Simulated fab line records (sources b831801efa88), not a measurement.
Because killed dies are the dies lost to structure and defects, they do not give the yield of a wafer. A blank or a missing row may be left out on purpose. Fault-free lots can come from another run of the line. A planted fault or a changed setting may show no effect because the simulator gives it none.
Matching of chambers -- flow gf180mcu -- GF_V4_CMP_04 on cmp-02 has 4 sister chambers
The step polishes SiO2. 8 wafers are shown with their chamber, then 10 later ones without.

EACH WAFER AND ITS CHAMBER
wafer,chamber,time_to_endpoint_s (s),motor_current_A (A)
L077.2,2,79,11.5
L078.3,2,74,10.1
L081.2,1,89,10.9
L083.2,3,78,11.8
L083.5,1,85,10.4
L083.6,0,75,12.3
L088.1,0,82,11.3
L088.2,3,80,11.4

WAFERS WITHOUT THEIR CHAMBER
wafer,time_to_endpoint_s (s),motor_current_A (A)
L088.5,83,10.9
L090.2,77,11.6
L090.5,76,12.2
L090.6,84,11.3
L093.2,75,11.3
L093.3,70,10.3
L093.5,84,11.0
L097.3,73,10.9
L097.4,81,11.5
L097.6,77,11.8

WHICH CHAMBER EACH WENT THROUGH
wafer,from the rows above,in truth
L088.5,can't be placed: 1 or 3 or 2 or 0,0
L090.2,can't be placed: 0 or 3 or 2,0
L090.5,can't be placed: 0 or 3 or 2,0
L090.6,can't be placed: 1 or 3 or 0 or 2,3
L093.2,can't be placed: 2 or 3 or 0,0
L093.3,can't be placed: 2 or 3 or 0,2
L093.5,can't be placed: 1 or 3 or 0 or 2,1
L097.3,can't be placed: 2 or 3 or 0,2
L097.4,can't be placed: 3 or 0 or 2 or 1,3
L097.6,can't be placed: 0 or 3 or 2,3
Correctly placed: 0 of 10. Not placeable from these rows: 10 (in 10, the candidates include the true chamber). Number placed wrongly: 0.
How it was worked out, from the rows above alone: a wafer's distance from a chamber is the root of the sum, over the readings, of the square of ((its reading less the chamber's mean) divided by the reading's scatter). If the next closest chamber is less than 2 further off than the closest, the wafer can't be placed; otherwise it belongs to the closest. The mean given for a chamber averages the wafers shown for that chamber. The scatter: take each reading less its chamber's mean, square it, sum over the shown wafers, divide by the number of wafers less the number of chambers, and take the root.
